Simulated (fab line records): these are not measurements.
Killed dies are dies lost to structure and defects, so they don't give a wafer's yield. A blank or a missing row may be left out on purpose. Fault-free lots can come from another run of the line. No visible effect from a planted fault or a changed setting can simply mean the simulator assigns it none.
fab line records	flow sfq_line
[record] lots = 14	wafers = 40	last_day = 82
route steps=325 shown M4@149
lots that met no fault: from a run of the same line without faults
start_h: the number of hours between the record's first day and the start of the first shown wafer of the lot	wait_h: hours from the lot's prior step to this one	" unchanged from the row above	L1.1+2: a row that stands for several wafers	- either no value or no given start	* or withheld: withheld	< > ~ a bound
route shown NAME@n: names a module that has steps shown in the file, with the first one's number in the route	usual: mean/standard deviation of fault-free wafers	same: alike in all rows	chamber/n: place in a boat	sites: the reading at each site	_std_site: the values' standard deviation	_edge_site: outer sites' mean less inner sites'	radius_mm: how far each site lies from the wafer's centre	mask NAME#n: copy n	behind: the last tool/chamber to shape the wafer	hold: why the lot was held/for how many hours/how that ended	device: the n, p or np transistor that did not switch	end of line: the route-end tests of the same wafers	a step with no rows: only its recipe	killed: dies that structure and defects cost at the first sort, which is not the same as the wafer's yield	map: shows each die of a wafer: x if killed, . if not, _ if none is there
set.NAME: the setting that was run; set.NAME@STEP: the one run at that earlier step	model.NAME: the simulator's own value behind a step, which no gauge read
steps of the route over a sample of lots; a table a step, a row a wafer
services: a tool's chamber out of use, with start hour (start_h, from the record's first day; less than 0 if before it), hours out, and reason
[[steps]]
[step SFQ_TRILAYER_M4_DEP_SPUTTER_091]
[recipe] material = Nb	base_pressure_pa = 1.33e-06	chamber_pressure_pa = 0.1333	substrate_temp_c = 20	resputter_cathode_voltage_v = 400	target_thk_nm = 200	power_w = 2000	time_s = 133.3
[usual] throttle_valve_pct = 30.4/0.99
lot.wafer	tool	chamber	start_h	wait_h	throttle_valve_pct
L102.1	pvd_sputter-03	-	852.02	0.0	29.4
L102.2	"	-	"	"	30.7
L102.3	"	-	"	"	29.9
L103.2	pvd_sputter-06	-	860.35	0.0	28.6
L103.4	"	-	"	"	29.2
L103.6	"	-	"	"	30.2
L108.2	pvd_sputter-03	-	995.70	0.0	32.3
L108.6	"	-	"	"	29.3
L110.4	pvd_sputter-03	-	1000.41	0.0	32.3
L110.6	"	-	"	"	30.1
L113.1	pvd_sputter-03	-	1200.90	0.0	30.8
L113.3	"	-	"	"	32.0
L113.4	"	-	"	"	29.5
L114.3	pvd_sputter-03	-	1210.61	0.0	32.1
L114.4	"	-	"	"	29.4
L114.5	"	-	"	"	29.3
L116.2	pvd_sputter-03	-	1221.43	0.0	29.6
L116.5	"	-	"	"	31.0
L116.6	"	-	"	"	30.0
L117.1	pvd_sputter-03	-	1228.61	0.0	30.0
L117.5	"	-	"	"	29.4
L117.6	"	-	"	"	30.0
L118.3	pvd_sputter-06	-	1287.17	0.0	29.3
L118.5	"	-	"	"	31.6
L118.6	"	-	"	"	29.2
L119.1	pvd_sputter-04	-	1291.97	0.0	31.0
L119.2	"	-	"	"	30.9
L119.3	"	-	"	"	30.7
L120.1	pvd_sputter-03	-	1312.97	0.0	30.9
L120.5	"	-	"	"	31.0
L120.6	"	-	"	"	30.2
L121.1	pvd_sputter-06	-	1323.17	0.0	29.1
L121.3	"	-	"	"	29.1
L121.5	"	-	"	"	28.8
L122.1	pvd_sputter-03	-	1324.37	0.0	30.7
L122.2	"	-	"	"	32.2
L122.5	"	-	"	"	32.4
L123.2	pvd_sputter-06	-	1325.57	0.0	29.3
L123.4	"	-	"	"	31.5
L123.6	"	-	"	"	29.9
[step SFQ_M4_RS_MEAS_924]
[recipe] thk_meas_gauge = four-point-probe	reads = Nb_of_TRILAYER_M4_DEP_SPUTTER_091
[usual] M4_NB_RS = 0.891/0.0086
lot.wafer	tool	chamber	start_h	wait_h	M4_NB_RS[ohm/sq]
L102.1	film_metro-04	-	852.11	0.0	0.898
L102.2	"	-	"	"	0.894
L102.3	"	-	"	"	0.904
L103.2	film_metro-02	-	860.46	0.1	0.900
L103.4	"	-	"	"	0.895
L103.6	"	-	"	"	0.889
L108.2	film_metro-02	-	995.81	0.1	0.808
L108.6	"	-	"	"	0.891
L110.4	film_metro-02	-	1000.57	0.1	0.804
L110.6	"	-	"	"	0.894
L113.1	film_metro-03	-	1200.99	0.0	0.886
L113.3	"	-	"	"	0.895
L113.4	"	-	"	"	0.888
L114.3	film_metro-03	-	1210.74	0.1	0.883
L114.4	"	-	"	"	0.886
L114.5	"	-	"	"	0.891
L116.2	film_metro-02	-	1221.54	0.1	0.885
L116.5	"	-	"	"	0.886
L116.6	"	-	"	"	0.892
L117.1	film_metro-03	-	1228.70	0.0	0.894
L117.5	"	-	"	"	0.882
L117.6	"	-	"	"	0.891
L118.3	film_metro-03	-	1287.30	0.1	0.892
L118.5	"	-	"	"	0.879
L118.6	"	-	"	"	0.884
L119.1	film_metro-02	-	1292.06	0.0	0.900
L119.2	"	-	"	"	0.891
L119.3	"	-	"	"	0.888
L120.1	film_metro-04	-	1313.06	0.0	0.871
L120.5	"	-	"	"	0.873
L120.6	"	-	"	"	0.872
L121.1	film_metro-02	-	1323.26	0.0	0.878
L121.3	"	-	"	"	0.882
L121.5	"	-	"	"	0.878
L122.1	film_metro-03	-	1324.46	0.0	0.904
L122.2	"	-	"	"	0.907
L122.5	"	-	"	"	0.898
L123.2	film_metro-03	-	1325.68	0.1	0.889
L123.4	"	-	"	"	0.890
L123.6	"	-	"	"	0.886
[step SFQ_TRILAYER_M4_ETCH_METAL_ETCH_096]
[recipe] target = Nb	stop_on = SiO2	mask_material = PR	chemistry = Cl2/Ar	target_depth_nm = 240	icp_w = 600	bias_w = 80	pressure_mtorr = 10	time_s = 120
[usual] drypump_motor_current_A = 5.4/0.54	oes_product_au = 0.894/0.0068
lot.wafer	tool	chamber	start_h	wait_h	drypump_motor_current_A	oes_product_au	rf_hours_counter_h
L102.1	rie_metal-03	0	942.77	0.0	6.1	0.890	76
L102.2	"	1	"	"	4.9	0.892	109
L102.3	"	0	"	"	6.0	0.888	-
L103.2	rie_metal-02	0	943.97	0.0	6.4	0.891	109
L103.4	"	1	"	"	5.6	0.889	-
L103.6	"	0	"	"	6.4	0.893	-
L108.2	rie_metal-04	0	998.32	0.0	5.3	0.938	2
L108.6	"	1	"	"	5.0	0.891	-
L110.4	rie_metal-04	0	1004.36	0.1	5.2	0.950	-
L110.6	"	1	"	"	5.0	0.892	-
L113.1	rie_metal-03	1	1203.52	0.0	5.0	0.896	1
L113.3	"	0	"	"	6.0	0.890	-
L113.4	"	1	"	"	4.9	0.897	-
L114.3	rie_metal-03	1	1213.73	0.1	5.0	0.900	-
L114.4	"	0	"	"	6.0	0.894	-
L114.5	"	1	"	"	4.9	0.900	-
L116.2	rie_metal-04	0	1225.29	0.0	5.2	0.894	32
L116.5	"	1	"	"	5.0	0.898	-
L116.6	"	0	"	"	5.2	0.892	-
L117.1	rie_metal-03	0	1234.99	0.0	6.0	0.899	119
L117.5	"	0	"	"	6.0	0.903	-
L117.6	"	1	"	"	4.9	0.886	-
L118.3	rie_metal-03	1	1291.78	0.1	5.0	0.881	-
L118.5	"	0	"	"	6.1	0.902	-
L118.6	"	1	"	"	4.9	0.896	-
L119.1	rie_metal-04	0	1297.74	0.0	5.3	0.891	44
L119.2	"	1	"	"	5.0	0.900	112
L119.3	"	0	"	"	5.2	0.901	-
L120.1	rie_metal-03	1	1319.40	0.1	5.0	0.908	23
L120.5	"	1	"	"	4.9	0.912	-
L120.6	"	1	"	"	4.9	0.913	-
L121.1	rie_metal-02	0	1331.40	0.1	6.4	0.899	31
L121.3	"	0	"	"	6.4	0.897	-
L121.5	"	0	"	"	6.4	0.894	-
L122.1	rie_metal-02	0	1335.00	0.1	6.5	0.885	32
L122.2	"	0	"	"	6.5	0.889	-
L122.5	"	0	"	"	6.4	0.885	-
L123.2	rie_metal-04	0	1336.14	0.0	5.3	0.890	51
L123.4	"	1	"	"	5.0	0.894	-
L123.6	"	0	"	"	5.2	0.890	-
[[services]]
tool	chamber	start_h	hours	kind
pvd_sputter-03	-	864.23	9.0	repair
rie_metal-03	0	878.83	2.5	repair
rie_metal-03	-	882.87	0.7	repair
pvd_sputter-06	-	903.01	3.6	repair
rie_metal-04	1	931.34	13.9	repair
pvd_sputter-03	-	944.57	3.2	repair
pvd_sputter-03	-	980.36	2.0	repair
rie_metal-02	-	997.45	14.6	pm
rie_metal-04	0	1010.97	14.9	repair
rie_metal-02	0	1012.95	3.4	repair
pvd_sputter-03	-	1029.21	3.7	repair
rie_metal-04	-	1031.18	2.8	pm
pvd_sputter-03	-	1035.27	3.1	repair
pvd_sputter-04	-	1053.83	7.1	repair
rie_metal-02	-	1076.76	1.4	pm
pvd_sputter-06	-	1083.72	1.4	repair
pvd_sputter-06	-	1092.58	38.4	repair
rie_metal-02	1	1133.86	3.6	repair
pvd_sputter-03	-	1164.80	2.4	repair
rie_metal-02	-	1208.06	1.5	repair
rie_metal-03	-	1216.44	2.8	pm
rie_metal-02	1	1263.27	99.4	repair
rie_metal-03	0	1267.37	15.5	repair
pvd_sputter-03	-	1322.28	1.7	repair
[[key]]
[first_sign] step = SFQ_M4_RS_MEAS_924	reading = M4_NB_RS	direction = down	sigmas = 10	usual = 0.891	struck = 0.806
[effect] step = SFQ_TRILAYER_M4_ETCH_METAL_ETCH_096	reading = oes_product_au	direction = up	sigmas = 7.5	usual = 0.894	struck = 0.944
met_at SFQ_TRILAYER_M4_DEP_SPUTTER_091
struck_lots L108,L110
struck_wafers L108.2,L110.4
onset_between 852.02 995.70
[fault] kind = process_parameter_drift	tool = pvd_sputter-03	chamber = -	onset_h = 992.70	steps = SFQ_TRILAYER_M4_DEP_SPUTTER_091	channel = time_s	offset = *	shape = step	end_h = 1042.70	scope = struck_wafers_only	acts_in = *	stated = *
